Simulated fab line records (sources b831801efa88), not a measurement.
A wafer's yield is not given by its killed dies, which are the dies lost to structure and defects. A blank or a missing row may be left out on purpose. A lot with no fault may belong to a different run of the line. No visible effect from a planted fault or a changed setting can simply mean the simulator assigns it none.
Which of the tools did it? / flow sky130 / 6 lots, 18 wafers sampled, at 3 steps of a route of 708

== WHAT EACH GAUGE READ, for each wafer ==
SKY_CAP2M_THK_MEAS_04: measures by xrf.
lot=L353; measured=day 40 15:07; on=filmMetro-01; CAP2M_TIN_THK (nm)=206.0 204.9 206.2
lot=L358; measured=day 41 23:23; on=filmMetro-03; CAP2M_TIN_THK (nm)=202.1 203.2 202.2
lot=L362; measured=day 43 00:31; on=filmMetro-02; CAP2M_TIN_THK (nm)=203.0 205.2 203.8
lot=L363; measured=day 43 04:00; on=filmMetro-03; CAP2M_TIN_THK (nm)=206.3 206.7 206.2
lot=L368; measured=day 44 10:47; on=filmMetro-03; CAP2M_TIN_THK (nm)=203.0 203.6 204.1
lot=L374; measured=day 45 20:55; on=filmMetro-02; CAP2M_TIN_THK (nm)=202.6 203.0 202.7

== EACH LOT AND THE TOOL THAT RAN IT (in order: tool; ch and the chambers of the sampled wafers; start) ==
lot=L353; SKY_VIA1_CVD_21=cvdW-02 ch 0,1, day 34 22:54; SKY_VIA3_ETCH_14=rieDiel-03 ch 2,3, day 40 13:15
lot=L358; SKY_VIA1_CVD_21=cvdW-01 ch 0,1, day 36 12:23; SKY_VIA3_ETCH_14=rieDiel-02 ch 0,1,2, day 41 21:34
lot=L362; SKY_VIA1_CVD_21=cvdW-02 ch 0,1, day 37 13:48; SKY_VIA3_ETCH_14=rieDiel-02 ch 0,2,3, day 42 22:31
lot=L363; SKY_VIA1_CVD_21=cvdW-02 ch 1, day 37 18:00; SKY_VIA3_ETCH_14=rieDiel-02 ch 0,1,2, day 43 02:03
lot=L368; SKY_VIA1_CVD_21=cvdW-01 ch 0,1, day 39 06:29; SKY_VIA3_ETCH_14=rieDiel-02 ch 1,2, day 44 08:58
lot=L374; SKY_VIA1_CVD_21=cvdW-01 ch 0,1, day 40 19:22; SKY_VIA3_ETCH_14=rieDiel-03 ch 0,2, day 45 19:06
- SKY_VIA1_CVD_21: deposits W, target thk 270 nm, time 80.902 s.
- SKY_VIA3_ETCH_14: etches BARC in N2/H2, stops on SiO2, time 45.9 s, target depth 60 nm.

== THE ANSWER, worked out from the rows above alone ==
Rule: usual is defined by the lots themselves. The widest of any qualifying gaps counts: lots, ordered by their means at a reading, are off when they make up no more than a third of the lots, leave a main group of 4 or more, and stand apart from it by 3 or more times the standard deviation of that group's means. A main group is skipped when, at the precision printed for the reading in the tables above, its means are all equal. Also off: a lot with no number at a reading for which 4 or more lots have one. The other lots that the step has rows for count as sound.
Across all readings shown, no lot is off: no conclusion can be drawn from this.

== WHAT THE SIMULATOR HAD PUT IN ==
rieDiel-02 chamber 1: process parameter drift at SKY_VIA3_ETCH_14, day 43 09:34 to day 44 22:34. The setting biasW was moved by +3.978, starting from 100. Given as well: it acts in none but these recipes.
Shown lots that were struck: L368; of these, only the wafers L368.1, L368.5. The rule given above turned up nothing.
